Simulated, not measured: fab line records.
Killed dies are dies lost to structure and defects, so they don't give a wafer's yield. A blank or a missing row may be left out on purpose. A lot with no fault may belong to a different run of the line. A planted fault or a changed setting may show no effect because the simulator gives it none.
What tool caused it?	flow gf180mcu	11 lots (33 wafers sampled), 1 step of a 602-step route

## WHAT EACH GAUGE READ, for each wafer
GF_M5_CD_MEAS_07 targets a cd of 280 nm. Usual: cd-nm reads 280.1 nm (standard deviation 1).
lot	measured	on	cd-nm (nm)	flag
L934	day 26 16:07	cd-sem-02	281.8 281.3 281.7	
L936	day 27 10:02	cd-sem-02	280.3 280.6 280.2	
L937	day 27 14:58	cd-sem-02	280.8 280.2 281.4	
L938	day 28 00:04	cd-sem-02	279.1 280.1 279.7	
L939	day 28 04:33	cd-sem-02	280.0 281.3 281.2	
L945	day 30 03:43	cd-sem-01	281.1 281.5 280.9	
L948	day 30 22:46	cd-sem-01	280.1 278.8 279.3	
L951	day 31 16:10	cd-sem-02	280.1 278.6 278.6	
L952	day 31 21:16	cd-sem-02	279.2 280.6 279.6	
L953	day 32 00:53	cd-sem-01	278.2 279.0 278.1	
L956	day 32 23:48	cd-sem-02	278.5 278.6 278.2	

## WHAT TOOL EACH LOT RAN ON (gives the tool, then ch and the chambers of the sampled wafers, and finally the start)
There is no process step in the record ahead of these readings.

## WHAT THE TOOLS THEMSELVES READ (means of the sampled wafers that have a number; where no wafer has one, the mark that the record gives instead)
The record holds no such reading with a usual standard deviation.

## THE ANSWER, worked out from the rows above alone
Rule: a lot counts as off when the mean over its wafers that have a number is more than 3 standard deviations away from the usual mean. A lot without any number at a reading at which 4 lots or more have one is off too. Any other lot the step has rows for is counted as sound. Order of review: gauges by route order, followed by the tools' own readings, for which a lot's mean as printed above is used. At the first step where some lot is off, the reading lying furthest off is the one used; lots without a number count as furthest.
None of the lots is off at any reading shown; this tells nothing.

## WHAT WAS PUT IN BY THE SIMULATOR
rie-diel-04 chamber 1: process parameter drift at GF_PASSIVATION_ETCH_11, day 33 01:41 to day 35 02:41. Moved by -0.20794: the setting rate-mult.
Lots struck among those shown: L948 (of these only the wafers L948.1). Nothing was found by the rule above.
